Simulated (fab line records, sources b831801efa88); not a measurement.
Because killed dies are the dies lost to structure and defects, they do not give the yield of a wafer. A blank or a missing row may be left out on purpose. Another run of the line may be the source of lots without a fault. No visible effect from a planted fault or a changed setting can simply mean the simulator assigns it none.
A lot that was struck, set against a sound lot || flow sky130 || 29 steps out of a route of 708
Sound: these wafers, L163.1, L163.2, L163.3. Wafers L181.2, L181.4, L181.5 were the ones struck. The cause comes at the end.
Order at every step that has rows: each side's tool, ch and its chambers, its first start. Under that, the readings that differ: sound wafers || struck wafers || difference of the means || sigmas: that difference in standard deviations of wafers without a fault.
alike: readings whose means differ by less than 2 such deviations, and words and numbers that are the same on both sides. not compared: withheld readings, readings that some wafer has no value for, bounds like >300 that may hide the same value, and numbers for which the record gives no deviation and whose values overlap.
Wherever a step has rows on one side only, a row that says differs or no value, or a row with sigmas, the two part there. Numbers that don't overlap but have no deviation are shown without sigmas and don't part them. Lack of a reading on every wafer of one side parts them only where that side has two or more wafers.

first, 1 step without rows for these wafers: SKY_LDD_HVN_IMPLANT_08.
SKY_LDD_HVN_STRIP_09: strips in O2/N2.
  sound on plasma asher-01 ch 0,1, day 20 23:01; struck on plasma asher-01 ch 0,1, day 27 23:52
  alike: chamber pressure mTorr, drypump motor current A, oes product au, strip time to endpoint s
  not compared: rf hours counter h
SKY_LDD_HVN_TW_MEAS_10:
  sound on film metro-04 at day 20 23:07; struck on film metro-04 at day 27 23:58
  alike: LDD_HVN_TW
then, 7 steps without rows for these wafers: SKY_LDD_HVP_DEHYDRATE_00 (time 60 s); SKY_LDD_HVP_HMDS_01 (prime time 60 s); SKY_LDD_HVP_COAT_02 (resist thk 300 nm); SKY_LDD_HVP_SOFTBAKE_03 (time 60 s); SKY_LDD_HVP_EXPOSE_04 (exposes mask HVPTM, target cd 700 nm); SKY_LDD_HVP_PEB_05; SKY_LDD_HVP_DEVELOP_06 (develop time 60 s).
SKY_LDD_HVP_OVL_MEAS_07:
  sound on overlay-02 at day 22 04:43; struck on overlay-01 at day 29 04:10
  alike: LDD_HVP_OVL
next, for these wafers, 1 step has no rows: SKY_LDD_HVP_IMPLANT_08.
SKY_LDD_HVP_STRIP_09: strips in O2/N2.
  sound on plasma asher-02 ch 0,1, day 22 04:54; struck on plasma asher-01 ch 0,1, day 29 04:21
  no value came back on the struck wafers for chamber pressure mTorr (mTorr), drypump motor current A (A), oes product au (a.u.), strip time to endpoint s (s); on the sound wafers chamber pressure mTorr (mTorr) reads 1501.8 1500.0 1502.8
{"reading": "model.NOVOLAK_of_LDD_HVP_COAT_02.thk nm (nm)", "sound": "0 0 0", "struck": "299.1 298.4 299.4", "difference": "+299.0", "sigmas": ""}
  not compared: rf hours counter h
SKY_LDD_HVP_TW_MEAS_10:
  sound on film metro-03 at day 22 05:00; struck on film metro-01 at day 29 04:28
  alike: LDD_HVP_TW
then, 7 steps without rows for these wafers: SKY_LDD_LDN_DEHYDRATE_00 (time 60 s); SKY_LDD_LDN_HMDS_01 (prime time 60 s); SKY_LDD_LDN_COAT_02 (resist thk 1140 nm); SKY_LDD_LDN_SOFTBAKE_03 (time 60 s); SKY_LDD_LDN_EXPOSE_04 (exposes mask LDNTM, target cd 700 nm); SKY_LDD_LDN_PEB_05; SKY_LDD_LDN_DEVELOP_06 (develop time 60 s).
SKY_LDD_LDN_OVL_MEAS_07:
  sound on overlay-02 at day 23 10:55; struck on overlay-01 at day 30 10:46
  alike: LDD_LDN_OVL
then, 4 steps without rows for these wafers: SKY_LDD_LDN_IMPLANT_08; SKY_LDD_LDN_IMPLANT_09; SKY_LDD_LDN_IMPLANT_10; SKY_LDD_LDN_IMPLANT_11.
SKY_LDD_LDN_STRIP_12: strips in O2/N2.
  sound on plasma asher-02 ch 0,1, day 23 11:33; struck on plasma asher-02 ch 0,1, day 30 12:38
{"reading": "strip time to endpoint s (s)", "sound": "14.22 14.22 14.23", "struck": "18.70 18.72 18.71", "difference": "+4.49", "sigmas": "+99 or more"}
  alike: chamber pressure mTorr, drypump motor current A, oes product au
  not compared: rf hours counter h
SKY_LDD_LDN_TW_MEAS_13:
  sound on film metro-02 at day 23 11:39; struck on film metro-01 at day 30 12:45
{"reading": "LDD_LDN_TW", "sound": "1436 1430 1435", "struck": "30 30 30", "difference": -1404, "sigmas": -56}
then, 1 step without rows for these wafers: SKY_LDD_LDN_CLEAN_14 (cleans in SC1/SC2, time 150 s).

== WHERE THEY PART ==
First at SKY_LDD_HVP_STRIP_09; last, within this record, at SKY_LDD_LDN_TW_MEAS_13.

WHY: what had been put in by the simulator
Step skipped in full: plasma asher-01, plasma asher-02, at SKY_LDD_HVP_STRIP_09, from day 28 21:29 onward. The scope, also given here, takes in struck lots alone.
